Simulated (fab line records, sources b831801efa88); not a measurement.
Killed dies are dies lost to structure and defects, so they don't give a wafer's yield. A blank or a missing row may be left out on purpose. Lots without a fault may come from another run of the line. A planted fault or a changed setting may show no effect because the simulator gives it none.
One fault seen from 2 desks | flow gf180mcu | each desk has only its own numbers; what lay behind them comes last

THE TOOL OWNER'S DESK: litho_track-01
The tool's own readings at GF_PASSIVATION_COAT_06 (resist thk 4000 nm): means of the sampled wafers that have a number, for each lot that ran on this tool. A lot is out of limits, marked OUT, if its mean lies more than 4 standard deviations from the usual mean; the brackets give that distance.
Columns: A = resist_line_temp_C at GF_PASSIVATION_COAT_06, usual 23.00 C; B = spin_speed_rpm at GF_PASSIVATION_COAT_06, usual 1999.8 rpm
lot  | first seen here | A     | B
L213 | day 29 13:29    | 22.95 | 2000.1
L219 | day 31 14:38    | 23.11 | 2000.3
L220 | day 31 22:41    | 23.04 | 1998.8
This desk's finding: nothing out of limits on any of the 3 lots.

THE METROLOGY DESK
What the gauges read, lot by lot, whatever tool the lot ran on: means of the sampled wafers that have a number. A lot is out of limits, marked OUT, if its mean lies more than 4 standard deviations from the usual mean; the brackets give that distance.
Columns: A = cd_nm at GF_TOP_METAL_CD_MEAS_14, usual 440.2 nm; B = PASSIVATION_CVD_02_THK at GF_PASSIVATION_THK_MEAS_03, usual 700 nm
lot  | first seen here | A     | B
L209 | day 27 22:17    | 440.3 | 698
L210 | day 27 23:22    | 439.7 | 704
L211 | day 28 14:34    | 437.6 | 697
L212 | day 28 18:43    | 439.6 | 701
L213 | day 29 02:52    | 436.4 | 694
L219 | day 31 04:58    | 442.9 | 698
L220 | day 31 13:02    | 442.6 | 697
L224 | day 32 14:08    | 437.9 | 716
L225 | day 32 16:48    | 440.6 | 692
L226 | day 32 23:16    | 441.2 | 710
L227 | day 33 06:35    | 439.0 | 701
L229 | day 33 17:31    | 441.6 | 704
L232 | day 34 07:24    | 438.9 | 693
This desk's finding: nothing out of limits on any of the 13 lots.

PUT TOGETHER
The tool owner's desk saw nothing out of limits.
The metrology desk saw nothing out of limits.

WHAT THE SIMULATOR HAD PUT IN
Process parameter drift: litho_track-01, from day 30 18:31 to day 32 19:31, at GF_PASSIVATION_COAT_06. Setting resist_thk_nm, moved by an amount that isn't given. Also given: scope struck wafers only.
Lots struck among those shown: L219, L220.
